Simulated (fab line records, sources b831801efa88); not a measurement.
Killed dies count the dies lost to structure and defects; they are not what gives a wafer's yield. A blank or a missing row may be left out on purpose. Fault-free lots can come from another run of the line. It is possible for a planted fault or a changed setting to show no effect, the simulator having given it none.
Which tool is to blame? :: flow gf180mcu :: 14 lots, 42 wafers sampled, at 4 steps of a route of 602

## WHAT EACH GAUGE READ, for each wafer
GF_MVPSD_TW_MEAS_11. Usual: MVPSD_TW gives 553.9 (standard deviation 2.4).
lot: L726
measured: day 5 03:38
on: film_metro-01
MVPSD_TW: 557.2 559.3 555.8
flag: 

lot: L729
measured: day 5 21:25
on: film_metro-01
MVPSD_TW: 557.2 556.6 556.5
flag: 

lot: L730
measured: day 6 01:08
on: film_metro-01
MVPSD_TW: 557.5 554.6 557.7
flag: 

lot: L731
measured: day 6 07:19
on: film_metro-01
MVPSD_TW: 552.9 556.0 554.8
flag: 

lot: L732
measured: day 6 11:02
on: film_metro-04
MVPSD_TW: 555.5 552.9 557.5
flag: 

lot: L733
measured: day 6 18:20
on: film_metro-04
MVPSD_TW: 553.0 559.1 554.1
flag: 

lot: L734
measured: day 7 00:07
on: film_metro-04
MVPSD_TW: 554.2 552.4 552.4
flag: 

lot: L736
measured: day 7 11:32
on: film_metro-01
MVPSD_TW: 552.8 549.9 551.1
flag: 

lot: L738
measured: day 8 01:09
on: film_metro-01
MVPSD_TW: 554.2 554.9 553.7
flag: 

lot: L739
measured: day 8 05:01
on: film_metro-04
MVPSD_TW: 553.4 555.9 550.7
flag: 

lot: L740
measured: day 8 12:41
on: film_metro-04
MVPSD_TW: 553.7 555.7 550.5
flag: 

lot: L741
measured: day 8 17:00
on: film_metro-01
MVPSD_TW: 555.2 556.1 552.7
flag: 

lot: L743
measured: day 9 04:53
on: film_metro-04
MVPSD_TW: 553.1 553.0 551.4
flag: 

lot: L748
measured: day 10 12:00
on: film_metro-01
MVPSD_TW: 557.2 556.4 554.2
flag: 

GF_VT_IMPLANT_TW_MEAS_32. Usual: VT_IMPLANT_3_TW gives 267.5 (standard deviation 1.5).
lot: L726
measured: day 6 23:36
on: film_metro-02
VT_IMPLANT_3_TW: 266.2 268.3 267.1
flag: 

lot: L729
measured: day 7 19:59
on: film_metro-01
VT_IMPLANT_3_TW: 269.3 269.3 268.8
flag: 

lot: L730
measured: day 7 22:45
on: film_metro-02
VT_IMPLANT_3_TW: 266.2 264.6 266.3
flag: 

lot: L731
measured: day 8 04:56
on: film_metro-01
VT_IMPLANT_3_TW: 269.7 267.6 268.8
flag: 

lot: L732
measured: day 8 08:49
on: film_metro-02
VT_IMPLANT_3_TW: 265.7 268.5 266.7
flag: 

lot: L733
measured: day 8 17:54
on: film_metro-01
VT_IMPLANT_3_TW: 267.8 269.4 269.7
flag: 

lot: L734
measured: day 9 00:25
on: film_metro-01
VT_IMPLANT_3_TW: 267.7 268.5 270.0
flag: 

lot: L736
measured: day 9 12:53
on: film_metro-02
VT_IMPLANT_3_TW: 267.7 265.9 267.1
flag: 

lot: L738
measured: day 10 03:41
on: film_metro-03
VT_IMPLANT_3_TW: 267.9 269.1 267.8
flag: 

lot: L739
measured: day 10 09:53
on: film_metro-02
VT_IMPLANT_3_TW: 262.8 263.4 266.0
flag: 

lot: L740
measured: day 10 15:45
on: film_metro-02
VT_IMPLANT_3_TW: 266.3 264.4 266.8
flag: 

lot: L741
measured: day 10 20:45
on: film_metro-03
VT_IMPLANT_3_TW: 268.2 267.5 267.8
flag: 

lot: L743
measured: day 11 09:01
on: film_metro-03
VT_IMPLANT_3_TW: 267.1 268.3 267.6
flag: 

lot: L748
measured: day 12 19:56
on: film_metro-01
VT_IMPLANT_3_TW: 267.5 268.5 267.1
flag: 

GF_VT_IMPLANT_TW_MEAS_43. Usual: VT_IMPLANT_4_TW gives 688 (standard deviation 4.2).
lot: L726
measured: day 7 15:02
on: film_metro-02
VT_IMPLANT_4_TW: 682 688 682
flag: 

lot: L729
measured: day 8 12:08
on: film_metro-01
VT_IMPLANT_4_TW: 692 691 689
flag: 

lot: L730
measured: day 8 15:15
on: film_metro-02
VT_IMPLANT_4_TW: 685 686 683
flag: 

lot: L731
measured: day 8 21:11
on: film_metro-01
VT_IMPLANT_4_TW: 690 693 690
flag: 

lot: L732
measured: day 9 01:46
on: film_metro-01
VT_IMPLANT_4_TW: 687 689 690
flag: 

lot: L733
measured: day 9 10:53
on: film_metro-03
VT_IMPLANT_4_TW: 684 686 688
flag: 

lot: L734
measured: day 9 18:07
on: film_metro-01
VT_IMPLANT_4_TW: 685 689 692
flag: 

lot: L736
measured: day 10 05:41
on: film_metro-02
VT_IMPLANT_4_TW: 682 684 682
flag: 

lot: L738
measured: day 10 21:55
on: film_metro-02
VT_IMPLANT_4_TW: 687 681 684
flag: 

lot: L739
measured: day 11 03:47
on: film_metro-01
VT_IMPLANT_4_TW: 747 746 751
flag: OFF

lot: L740
measured: day 11 10:17
on: film_metro-01
VT_IMPLANT_4_TW: 690 696 694
flag: 

lot: L741
measured: day 11 15:02
on: film_metro-03
VT_IMPLANT_4_TW: 689 683 687
flag: 

lot: L743
measured: day 12 03:46
on: film_metro-03
VT_IMPLANT_4_TW: 749 747 745
flag: OFF

lot: L748
measured: day 13 16:51
on: film_metro-02
VT_IMPLANT_4_TW: 684 688 683
flag: 

## EACH LOT AND THE TOOL THAT RAN IT (in order: tool; ch and the chambers of the sampled wafers; start)
lot: L726
GF_VT_IMPLANT_IMPLANT_41: implanter-03 ch 0, day 7 14:47

lot: L729
GF_VT_IMPLANT_IMPLANT_41: implanter-04 ch 0, day 8 11:53

lot: L730
GF_VT_IMPLANT_IMPLANT_41: implanter-03 ch 0, day 8 15:00

lot: L731
GF_VT_IMPLANT_IMPLANT_41: implanter-03 ch 0, day 8 20:56

lot: L732
GF_VT_IMPLANT_IMPLANT_41: implanter-04 ch 0, day 9 01:33

lot: L733
GF_VT_IMPLANT_IMPLANT_41: implanter-01 ch 0, day 9 10:40

lot: L734
GF_VT_IMPLANT_IMPLANT_41: implanter-01 ch 0, day 9 17:53

lot: L736
GF_VT_IMPLANT_IMPLANT_41: implanter-01 ch 0, day 10 05:28

lot: L738
GF_VT_IMPLANT_IMPLANT_41: implanter-03 ch 0, day 10 21:43

lot: L739
GF_VT_IMPLANT_IMPLANT_41: implanter-01 ch 0, day 11 03:32

lot: L740
GF_VT_IMPLANT_IMPLANT_41: implanter-03 ch 0, day 11 10:02

lot: L741
GF_VT_IMPLANT_IMPLANT_41: implanter-03 ch 0, day 11 14:47

lot: L743
GF_VT_IMPLANT_IMPLANT_41: implanter-01 ch 0, day 12 03:32

lot: L748
GF_VT_IMPLANT_IMPLANT_41: implanter-03 ch 0, day 13 16:37
- GF_VT_IMPLANT_IMPLANT_41

## WHAT THE TOOLS THEMSELVES READ (means of the sampled wafers that have a number; where no wafer has one, the mark that the record gives instead)
GF_VT_IMPLANT_IMPLANT_41. Usual: dose_ions_cm2 1.0132e+12, standard deviation 1e+09; faraday_current_uA 5.71, standard deviation 0.11.
lot: L726
tool: implanter-03
dose_ions_cm2: 1.0129e+12
faraday_current_uA: 5.75
flag: 

lot: L729
tool: implanter-04
dose_ions_cm2: 1.0134e+12
faraday_current_uA: 5.64
flag: 

lot: L730
tool: implanter-03
dose_ions_cm2: 1.0128e+12
faraday_current_uA: 5.88
flag: 

lot: L731
tool: implanter-03
dose_ions_cm2: 1.0136e+12
faraday_current_uA: 5.69
flag: 

lot: L732
tool: implanter-04
dose_ions_cm2: 1.0130e+12
faraday_current_uA: 5.83
flag: 

lot: L733
tool: implanter-01
dose_ions_cm2: 1.0145e+12
faraday_current_uA: 5.78
flag: 

lot: L734
tool: implanter-01
dose_ions_cm2: 1.0139e+12
faraday_current_uA: 5.71
flag: 

lot: L736
tool: implanter-01
dose_ions_cm2: 1.0127e+12
faraday_current_uA: 5.73
flag: 

lot: L738
tool: implanter-03
dose_ions_cm2: 1.0126e+12
faraday_current_uA: 5.63
flag: 

lot: L739
tool: implanter-01
dose_ions_cm2: 1.2903e+12
faraday_current_uA: 7.09
flag: OFF

lot: L740
tool: implanter-03
dose_ions_cm2: 1.0139e+12
faraday_current_uA: 5.71
flag: 

lot: L741
tool: implanter-03
dose_ions_cm2: 1.0131e+12
faraday_current_uA: 5.69
flag: 

lot: L743
tool: implanter-01
dose_ions_cm2: 1.2889e+12
faraday_current_uA: 7.33
flag: OFF

lot: L748
tool: implanter-03
dose_ions_cm2: 1.0133e+12
faraday_current_uA: 5.64
flag: 

## THE ANSWER, worked out from the rows above alone
Rule: a lot counts as off when the mean over its wafers that have a number is more than 3 standard deviations away from the usual mean. Also off: a lot with no number at a reading for which 4 or more lots have one. The other lots that the step has rows for count as sound. First the gauges in route order, then the tools' own readings, where a lot's mean is used as printed above. The first step at which some lot is off is used, and at that step the reading that is off furthest; a lot without a number counts as furthest.
Off: L739, L743, seen at GF_VT_IMPLANT_TW_MEAS_43 (VT_IMPLANT_4_TW).
A tool fits if, at a process step before that reading, it ran every lot that is off, and no sound lot after the first of them. Not tried: the gauges at GF_VT_IMPLANT_TW_MEAS_43; whatever is off there is also off at GF_VT_IMPLANT_IMPLANT_41, on other tools, and gauge error can't account for it. One fits: GF_VT_IMPLANT_IMPLANT_41 on implanter-01. Its last sound lot is L736 (day 10 05:28), its first lot that is off L739 (day 11 03:32): a fault that began between those two fits.
The tool's own readings at GF_VT_IMPLANT_IMPLANT_41 bear it out: on the lots that are off they differ by more than 5 times the standard deviation of the sound lots' means. dose_ions_cm2 reads 1.2896e+12 there against 1.0133e+12 on the sound lots; faraday_current_uA reads 7.21 there against 5.72 on the sound lots.

## WHAT THE SIMULATOR HAD PUT IN
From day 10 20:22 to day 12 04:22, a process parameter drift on implanter-01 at GF_VT_IMPLANT_IMPLANT_41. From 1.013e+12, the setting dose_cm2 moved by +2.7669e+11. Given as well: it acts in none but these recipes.
Lots struck among those shown: L739, L743. The rule above found the same.
